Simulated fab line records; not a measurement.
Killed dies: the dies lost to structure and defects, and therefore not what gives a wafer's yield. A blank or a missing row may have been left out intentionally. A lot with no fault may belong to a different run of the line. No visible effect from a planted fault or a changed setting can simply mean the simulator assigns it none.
Matching of chambers -- flow sky130 -- pecvd-01 running SKY_PASSIVATION_CVD_00: 3 sister chambers
The step deposits SiO2, target thk 90 nm. 6 wafers are shown with their chamber, then 10 later ones without.

## WAFERS PAIRED WITH THEIR CHAMBERS
wafer,chamber,heaterPowerW (W)
L084.4,1,547
L090.1,0,610
L090.2,2,620
L090.3,1,602
L090.4,2,612
L090.5,0,620

## WAFERS WHOSE CHAMBER IS MISSING
wafer,heaterPowerW (W)
L090.6,603
L094.3,569
L094.4,569
L094.6,540
L095.1,597
L095.2,549
L095.3,546
L095.4,559
L095.5,616
L095.6,536

## THE CHAMBER EACH PASSED THROUGH
wafer,from the rows above,in truth
L090.6,can't be placed: 0 or 2 or 1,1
L094.3,can't be placed: 1 or 0 or 2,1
L094.4,can't be placed: 1 or 0 or 2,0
L094.6,can't be placed: 1 or 0 or 2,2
L095.1,can't be placed: 0 or 2 or 1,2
L095.2,can't be placed: 1 or 0 or 2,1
L095.3,can't be placed: 1 or 0 or 2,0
L095.4,can't be placed: 1 or 0 or 2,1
L095.5,can't be placed: 2 or 0 or 1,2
L095.6,can't be placed: 1 or 0 or 2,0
0 of 10 placed correctly. Not placeable from these rows: 10 (in 10, the candidates include the true chamber). 0 placed wrongly.
How it was worked out, from the rows above alone: a wafer's distance from a chamber is the root of the sum, over the readings, of the square of ((its reading less the chamber's mean) divided by the reading's scatter). The wafer belongs to the nearest chamber; if the next one is less than 2 further off, it can't be placed. Each chamber's mean is taken over the wafers shown for it. How the scatter is found: for the shown wafers, subtract from each reading the mean of its chamber, square and add these, divide the total by (wafers less chambers), then take the root.
